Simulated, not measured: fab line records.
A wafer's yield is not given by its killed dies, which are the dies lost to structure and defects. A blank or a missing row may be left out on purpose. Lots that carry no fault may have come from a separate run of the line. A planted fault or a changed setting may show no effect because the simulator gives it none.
fab line records -- flow sky130
record: lots: 13, wafers: 39, last_day: 50
route steps=708 shown FIELD_ISO@14 NWELL@78 VT_ADJUST_HVTP@94 VT_ADJUST_HVTR@139 PAD_OPEN@708
lots that met no fault: from a run of the same line without faults
start_h: hours from the record's opening day to when the first of the lot's shown wafers began -- wait_h: hours since the lot's step before -- " unchanged from the row above -- L1.1+2: one row covering several wafers at once -- - either no value or no given start -- * or withheld: withheld -- < > ~ a bound
route shown NAME@n: names a module that has steps shown in the file, with the first one's number in the route -- usual: mean/standard deviation taken from wafers without a fault -- same: alike in all rows -- chamber/n: place in a boat -- sites: each site's reading -- _std_site: how widely they spread, as a standard deviation -- _edge_site: the outer-site mean with the inner-site mean subtracted -- radius_mm: how far each site lies from the wafer's centre -- mask NAME#n: copy n -- behind: the most recent tool/chamber to have shaped the wafer -- hold: the reason the lot was held/the length of the hold in hours/how it ended -- device: names the non-switching transistor (n, p or np) -- end of line: tests of these same wafers at the route's end -- a step with no rows: only its recipe -- killed: count of dies lost to structure and defects at first sort (not the wafer's yield) -- map: a wafer's dies, x killed, . not, _ none there
set.NAME: the setting as run; set.NAME@STEP: as run at that earlier step -- model.NAME: the simulator's own value behind a step, which no gauge read
the route's steps for a sample of lots (tables are steps, rows are wafers)
services: when a tool's chamber went out of use (start_h, in hours from the record's first day, below 0 if earlier), for how many hours, and the reason
== steps ==
step: SKY_FIELD_ISO_CD_MEAS_13
recipe: target_cd_nm: 150
usual: cd_nm: 150.5/1.4
lot.wafer,tool,chamber,start_h,wait_h,cd_nm
L699.1,cd_sem-02,-,29.43,-,150.1
L699.3,cd_sem-02,-,29.43,-,152.3
L699.6,cd_sem-02,-,29.43,-,150.3
L701.2,cd_sem-01,-,40.79,-,150.5
L701.4,cd_sem-01,-,40.79,-,149.9
L701.6,cd_sem-01,-,40.79,-,149.7
L702.2,cd_sem-02,-,44.75,-,149.6
L702.4,cd_sem-02,-,44.75,-,149.6
L702.6,cd_sem-02,-,44.75,-,147.8
L703.2,cd_sem-01,-,48.66,-,149.4
L703.4,cd_sem-01,-,48.66,-,149.5
L703.5,cd_sem-01,-,48.66,-,150.0
L705.2,cd_sem-02,-,62.49,-,151.2
L705.5,cd_sem-02,-,62.49,-,151.4
L705.6,cd_sem-02,-,62.49,-,150.8
L709.1,cd_sem-02,-,80.94,-,150.0
L709.2,cd_sem-02,-,80.94,-,149.8
L709.3,cd_sem-02,-,80.94,-,149.3
L710.2,cd_sem-01,-,85.09,-,150.2
L710.3,cd_sem-01,-,85.09,-,149.6
L710.6,cd_sem-01,-,85.09,-,150.8
L713.1,cd_sem-02,-,103.37,-,150.5
L713.3,cd_sem-02,-,103.37,-,148.4
L713.6,cd_sem-02,-,103.37,-,149.9
L714.1,cd_sem-02,-,105.93,-,152.8
L714.3,cd_sem-02,-,105.93,-,151.5
L714.5,cd_sem-02,-,105.93,-,152.2
L716.2,cd_sem-01,-,116.71,-,150.9
L716.3,cd_sem-01,-,116.71,-,151.8
L716.5,cd_sem-01,-,116.71,-,152.4
L717.2,cd_sem-01,-,122.20,-,151.9
L717.3,cd_sem-01,-,122.20,-,151.4
L717.6,cd_sem-01,-,122.20,-,152.2
L721.1,cd_sem-01,-,148.72,-,152.3
L721.5,cd_sem-01,-,148.72,-,151.8
L721.6,cd_sem-01,-,148.72,-,152.3
L722.1,cd_sem-01,-,149.98,-,149.7
L722.3,cd_sem-01,-,149.98,-,149.7
L722.6,cd_sem-01,-,149.98,-,150.1
step: SKY_NWELL_STRIP_25
recipe: chemistry: O2/N2, power_w: 1400, pressure_mtorr: 1500, platen_temp_c: withheld, o2_flow_sccm: 3000, n2_flow_sccm: 300, overash_fraction: 0.5
usual: drypump_motor_current_A: 5.6/0.41, oes_product_au: 0.722/0.0043, strip_time_to_endpoint_s: 36.91/0.11
lot.wafer,tool,chamber,start_h,wait_h,drypump_motor_current_A,oes_product_au,rf_hours_counter_h,strip_time_to_endpoint_s
L699.1,plasma_asher-03,0,101.69,0.1,6.0,0.727,42,36.98
L699.3,plasma_asher-03,1,101.69,0.1,5.4,0.720,-,36.92
L699.6,plasma_asher-03,1,101.69,0.1,5.4,0.723,-,36.87
L701.2,plasma_asher-02,0,115.58,0.1,5.8,0.722,28,36.89
L701.4,plasma_asher-02,1,115.58,0.1,4.8,0.728,-,36.87
L701.6,plasma_asher-02,1,115.58,0.1,4.8,0.729,-,36.95
L702.2,plasma_asher-03,1,120.21,0.1,5.4,0.723,44,36.86
L702.4,plasma_asher-03,0,120.21,0.1,6.0,0.725,-,36.85
L702.6,plasma_asher-03,1,120.21,0.1,5.4,0.711,-,36.87
L703.2,plasma_asher-03,1,125.01,0.1,5.4,0.730,44,36.96
L703.4,plasma_asher-03,1,125.01,0.1,5.4,0.727,-,36.86
L703.5,plasma_asher-03,0,125.01,0.1,6.0,0.730,-,36.96
L705.2,plasma_asher-01,0,141.16,0.1,6.2,0.724,2,36.85
L705.5,plasma_asher-01,1,141.16,0.1,5.5,0.721,-,36.80
L705.6,plasma_asher-01,0,141.16,0.1,6.1,0.727,-,36.90
L709.1,plasma_asher-03,1,163.04,0.1,5.4,0.724,48,36.96
L709.2,plasma_asher-03,0,163.04,0.1,6.0,0.721,48,36.79
L709.3,plasma_asher-03,0,163.04,0.1,6.0,0.718,-,36.87
L710.2,plasma_asher-01,1,167.69,0.1,5.6,0.709,4,36.98
L710.3,plasma_asher-01,0,167.69,0.1,6.1,0.725,-,36.91
L710.6,plasma_asher-01,0,167.69,0.1,6.1,0.726,-,36.93
L713.1,plasma_asher-01,0,192.16,0.1,6.1,0.724,7,36.87
L713.3,plasma_asher-01,1,192.16,0.1,5.6,0.722,-,36.85
L713.6,plasma_asher-01,1,192.16,0.1,5.6,0.722,-,36.89
L714.1,plasma_asher-01,1,199.88,0.1,5.6,0.730,7,36.90
L714.3,plasma_asher-01,0,199.88,0.1,6.1,0.720,-,36.99
L714.5,plasma_asher-01,0,199.88,0.1,6.1,0.725,-,36.96
L716.2,plasma_asher-01,1,213.78,0.1,5.5,0.731,9,36.97
L716.3,plasma_asher-01,0,213.78,0.1,6.1,0.723,-,37.01
L716.5,plasma_asher-01,0,213.78,0.1,6.1,0.727,-,36.85
L717.2,plasma_asher-03,1,221.16,0.1,5.4,0.718,54,36.73
L717.3,plasma_asher-03,1,221.16,0.1,5.4,0.725,-,36.92
L717.6,plasma_asher-03,0,221.16,0.1,6.0,0.723,-,36.77
L722.1,plasma_asher-01,1,242.19,0.1,5.6,0.722,12,36.83
L722.3,plasma_asher-01,0,242.19,0.1,6.1,0.724,-,36.77
L722.6,plasma_asher-01,1,242.19,0.1,5.6,0.719,-,36.89
L721.1,plasma_asher-02,0,244.18,0.1,5.7,0.718,41,36.87
L721.5,plasma_asher-02,0,244.18,0.1,5.8,0.720,-,36.78
L721.6,plasma_asher-02,1,244.18,0.1,4.8,0.718,-,36.80
step: SKY_VT_ADJUST_HVTP_IMPLANT_09
recipe: species: As, energy_kev: 150, dose_cm2: 4.3e+12, tilt_deg: withheld
usual: beam_energy_keV: 149.99/0.051
lot.wafer,tool,chamber,start_h,wait_h,beam_energy_keV
L699.1,implanter-02,0,119.83,0.0,150.00
L699.3,implanter-02,0,119.83,0.0,149.99
L699.6,implanter-02,0,119.83,0.0,149.93
L701.2,implanter-04,0,133.80,0.0,149.92
L701.4,implanter-04,0,133.80,0.0,149.93
L701.6,implanter-04,0,133.80,0.0,149.96
L702.2,implanter-01,0,138.52,0.0,149.89
L702.4,implanter-01,0,138.52,0.0,149.99
L702.6,implanter-01,0,138.52,0.0,149.93
L703.2,implanter-01,0,144.35,0.0,150.03
L703.4,implanter-01,0,144.35,0.0,150.05
L703.5,implanter-01,0,144.35,0.0,150.03
L705.2,implanter-04,0,160.51,0.0,149.88
L705.5,implanter-04,0,160.51,0.0,149.88
L705.6,implanter-04,0,160.51,0.0,150.03
L709.1,implanter-04,0,184.75,0.0,163.60
L709.2,implanter-04,0,184.75,0.0,163.62
L709.3,implanter-04,0,184.75,0.0,163.66
L710.2,implanter-04,0,188.71,0.0,163.72
L710.3,implanter-04,0,188.71,0.0,163.71
L710.6,implanter-04,0,188.71,0.0,163.66
L713.1,implanter-02,0,214.05,0.0,149.95
L713.3,implanter-02,0,214.05,0.0,150.01
L713.6,implanter-02,0,214.05,0.0,149.96
L714.1,implanter-01,0,222.68,0.0,150.02
L714.3,implanter-01,0,222.68,0.0,150.02
L714.5,implanter-01,0,222.68,0.0,150.04
L716.2,implanter-01,0,237.17,0.0,150.07
L716.3,implanter-01,0,237.17,0.0,149.93
L716.5,implanter-01,0,237.17,0.0,149.91
L717.2,implanter-02,0,244.86,0.0,150.00
L717.3,implanter-02,0,244.86,0.0,149.95
L717.6,implanter-02,0,244.86,0.0,149.95
L722.1,implanter-01,0,265.88,0.0,150.04
L722.3,implanter-01,0,265.88,0.0,150.11
L722.6,implanter-01,0,265.88,0.0,150.09
L721.1,implanter-02,0,268.40,0.0,150.00
L721.5,implanter-02,0,268.40,0.0,150.04
L721.6,implanter-02,0,268.40,0.0,150.00
step: SKY_VT_ADJUST_HVTR_OVL_MEAS_08
usual: VT_ADJUST_HVTR_OVL: 0.5/1.4
lot.wafer,tool,chamber,start_h,wait_h,VT_ADJUST_HVTR_OVL[nm]
L699.1,overlay-02,-,200.46,0.1,0.5
L699.3,overlay-02,-,200.46,0.1,1.9
L699.6,overlay-02,-,200.46,0.1,2.1
L701.2,overlay-02,-,215.92,0.1,-0.8
L701.4,overlay-02,-,215.92,0.1,0.6
L701.6,overlay-02,-,215.92,0.1,-0.1
L702.2,overlay-02,-,224.33,0.1,1.0
L702.4,overlay-02,-,224.33,0.1,0.3
L702.6,overlay-02,-,224.33,0.1,1.2
L703.2,overlay-02,-,227.37,0.1,0.6
L703.4,overlay-02,-,227.37,0.1,0.2
L703.5,overlay-02,-,227.37,0.1,0.3
L705.2,overlay-01,-,249.77,0.1,2.5
L705.5,overlay-01,-,249.77,0.1,3.0
L705.6,overlay-01,-,249.77,0.1,0.5
L709.1,overlay-01,-,275.67,0.1,-0.8
L709.2,overlay-01,-,275.67,0.1,1.3
L709.3,overlay-01,-,275.67,0.1,1.1
L710.2,overlay-01,-,280.50,0.1,0.4
L710.3,overlay-01,-,280.50,0.1,-0.5
L710.6,overlay-01,-,280.50,0.1,-1.0
L713.1,overlay-02,-,310.84,0.1,1.7
L713.3,overlay-02,-,310.84,0.1,1.5
L713.6,overlay-02,-,310.84,0.1,1.1
L714.1,overlay-01,-,320.82,0.1,-1.2
L714.3,overlay-01,-,320.82,0.1,0.2
L714.5,overlay-01,-,320.82,0.1,-0.5
L716.2,overlay-02,-,338.05,0.1,-0.6
L716.3,overlay-02,-,338.05,0.1,-0.7
L716.5,overlay-02,-,338.05,0.1,-0.7
L717.2,overlay-01,-,345.63,0.1,-2.4
L717.3,overlay-01,-,345.63,0.1,0.4
L717.6,overlay-01,-,345.63,0.1,0.9
L722.1,overlay-02,-,369.87,0.1,0.2
L722.3,overlay-02,-,369.87,0.1,-0.7
L722.6,overlay-02,-,369.87,0.1,-0.8
L721.1,overlay-01,-,373.92,0.1,-1.6
L721.5,overlay-01,-,373.92,0.1,-1.3
L721.6,overlay-01,-,373.92,0.1,-1.3
step: SKY_PAD_OPEN_PROBE_99
usual: killed_at_M0_to_M3: 44/7.3, killed_at_M4_up: 3.1/1.6, killed_at_contacts: 24/5.4, killed_at_front_end: 15/4, killed_at_other: 0.2/0.49, killed_dies: 86/10, killed_open: 48/7.3, killed_short: 38/6.3
same: gross_dies: 492, killed_at_back_side: 0
lot.wafer,tool,chamber,start_h,wait_h,killed_at_M0_to_M3,killed_at_M4_up,killed_at_contacts,killed_at_front_end,killed_at_other,killed_dies,killed_open,killed_short
L710.2,prober-01,-,1136.65,0.1,38,4,29,11,0,82,41,41
L710.3,prober-01,-,1136.70,0.2,47,4,23,15,1,90,59,31
L710.6,prober-01,-,1136.85,0.2,51,1,23,15,0,90,52,38
L713.1,prober-02,-,1160.98,0.1,37,5,23,8,0,73,38,35
L713.3,prober-02,-,1161.08,0.2,51,0,29,13,0,93,55,38
L713.6,prober-02,-,1161.23,0.2,51,3,20,13,1,88,46,42
L722.1,prober-01,-,1195.39,0.1,50,2,26,8,0,86,54,32
L722.3,prober-01,-,1195.49,0.2,53,6,23,12,0,94,58,36
L722.6,prober-01,-,1195.64,0.2,44,3,19,16,1,83,49,34
L721.1,prober-02,-,1197.62,0.1,44,5,25,20,0,94,54,40
L721.5,prober-02,-,1197.82,0.2,42,2,20,7,0,71,40,31
L721.6,prober-02,-,1197.87,0.2,41,3,21,16,1,82,50,32
killed by level:class
L710.2 VIA1:geometric_particle:open=11 LI_CONTACT:geometric_particle:open=7 CONTACT:geometric_particle:open=7 CONTACT:geometric_particle:short=7 LI_CONTACT:geometric_particle:short=4 POLY_GATE:geometric_particle:short=4 METAL1:geometric_particle:short=4 METAL3:geometric_particle:short=4
L710.3 VIA1:geometric_particle:open=14 CONTACT:geometric_particle:open=11 VIA3:geometric_particle:short=7 VIA3:geometric_particle:open=7 FIELD_ISO:geometric_particle:open=4 POLY_GATE:geometric_particle:open=4 LI_CONTACT:geometric_particle:open=4 VIA2:geometric_particle:open=4
L710.6 VIA1:geometric_particle:open=12 CONTACT:geometric_particle:open=11 VIA2:geometric_particle:open=8 POLY_GATE:geometric_particle:open=6 METAL1:geometric_particle:short=6 VIA2:geometric_particle:short=6 LI_CONTACT:geometric_particle:open=5 METAL2:geometric_particle:short=4
L713.1 VIA2:geometric_particle:open=6 VIA3:geometric_particle:open=6 CONTACT:geometric_particle:open=6 LI_CONTACT:geometric_particle:short=5 LI_CONTACT:geometric_particle:open=5 LOCAL_INTERCONNECT:geometric_particle:short=5 METAL1:geometric_particle:short=4 METAL2:geometric_particle:short=4
L713.3 VIA1:geometric_particle:open=16 CONTACT:geometric_particle:open=10 VIA2:geometric_particle:open=9 LI_CONTACT:geometric_particle:open=7 LOCAL_INTERCONNECT:geometric_particle:short=6 METAL2:geometric_particle:short=6 VIA1:geometric_particle:short=5 METAL2:geometric_particle:open=5
L713.6 VIA1:geometric_particle:open=13 VIA2:geometric_particle:open=9 CONTACT:geometric_particle:open=6 METAL2:geometric_particle:short=6 VIA3:geometric_particle:short=6 FIELD_ISO:geometric_particle:short=5 LI_CONTACT:geometric_particle:open=5 METAL1:geometric_particle:short=5
L722.1 VIA1:geometric_particle:open=12 LI_CONTACT:geometric_particle:open=10 CONTACT:geometric_particle:open=10 VIA2:geometric_particle:open=10 VIA3:geometric_particle:open=8 METAL1:geometric_particle:short=6 VIA1:geometric_particle:short=4 VIA3:geometric_particle:short=4
L722.3 VIA1:geometric_particle:open=11 LI_CONTACT:geometric_particle:open=9 VIA2:geometric_particle:open=9 CONTACT:geometric_particle:open=8 VIA3:geometric_particle:open=8 METAL2:geometric_particle:short=7 POLY_GATE:geometric_particle:short=4 POLY_GATE:geometric_particle:open=4
L722.6 VIA1:geometric_particle:open=10 VIA2:geometric_particle:open=9 VIA3:geometric_particle:open=7 CONTACT:geometric_particle:short=6 POLY_GATE:geometric_particle:open=5 LI_CONTACT:geometric_particle:open=5 LI_CONTACT:geometric_particle:short=4 VIA1:geometric_particle:short=4
L721.1 VIA1:geometric_particle:open=14 CONTACT:geometric_particle:open=11 VIA3:geometric_particle:open=6 LI_CONTACT:geometric_particle:open=5 METAL2:geometric_particle:open=5 METAL4:geometric_particle:short=5 FIELD_ISO:geometric_particle:open=4 CONTACT:geometric_particle:short=4
L721.5 VIA1:geometric_particle:open=11 CONTACT:geometric_particle:open=7 VIA2:geometric_particle:open=6 VIA3:geometric_particle:open=6 METAL1:geometric_particle:short=5 LOCAL_INTERCONNECT:geometric_particle:short=4 POLY_GATE:geometric_particle:open=3 LI_CONTACT:geometric_particle:short=3
L721.6 CONTACT:geometric_particle:open=9 VIA1:geometric_particle:open=9 VIA3:geometric_particle:open=6 POLY_GATE:geometric_particle:open=6 LI_CONTACT:geometric_particle:open=6 VIA1:geometric_particle:short=6 METAL1:geometric_particle:short=4 CONTACT:geometric_particle:short=4
== services ==
tool,chamber,start_h,hours,kind
implanter-01,-,94.24,0.9,repair
implanter-02,-,98.17,4.7,repair
implanter-04,-,99.23,5.5,repair
plasma_asher-01,-,108.75,9.0,pm
plasma_asher-01,0,108.75,9.0,vent_cycle
plasma_asher-01,1,108.75,9.0,vent_cycle
plasma_asher-01,0,117.75,-,clean
plasma_asher-01,1,117.75,-,clean
implanter-01,-,126.41,1.6,repair
plasma_asher-01,-,127.13,7.5,pm
implanter-02,-,142.71,0.5,repair
implanter-01,-,167.87,1.3,repair
plasma_asher-02,-,170.31,2.8,pm
implanter-04,-,206.14,3.6,pm
plasma_asher-02,-,226.23,2.9,repair
implanter-04,-,235.87,2.9,repair
plasma_asher-03,-,236.25,8.5,repair
== key ==
first_sign: step: SKY_VT_ADJUST_HVTP_IMPLANT_09, reading: beam_energy_keV, direction: up, sigmas: 99+, usual: *, struck: *
effect none on later readings
met_at SKY_VT_ADJUST_HVTP_IMPLANT_09
struck_lots L709,L710
tester_left_out L709,L710
not_acting_at SKY_FIELD_ISO_CD_MEAS_13,SKY_NWELL_STRIP_25,SKY_VT_ADJUST_HVTR_OVL_MEAS_08
onset_between 160.51 184.75
fault: kind: process_parameter_drift, tool: implanter-04, chamber: -, onset_h: 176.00, steps: SKY_VT_ADJUST_HVTP_IMPLANT_09, channel: energy_kev, offset: *, shape: step, end_h: 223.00, acts_in: *, stated: *
tester_left_out: of these lots the tester's yield and bins aren't shown, on N5 and GAA mostly nor the transistor test; their killed dies are dies lost to structure and defects alone, not to doping, threshold or leakage, so they don't give the yield
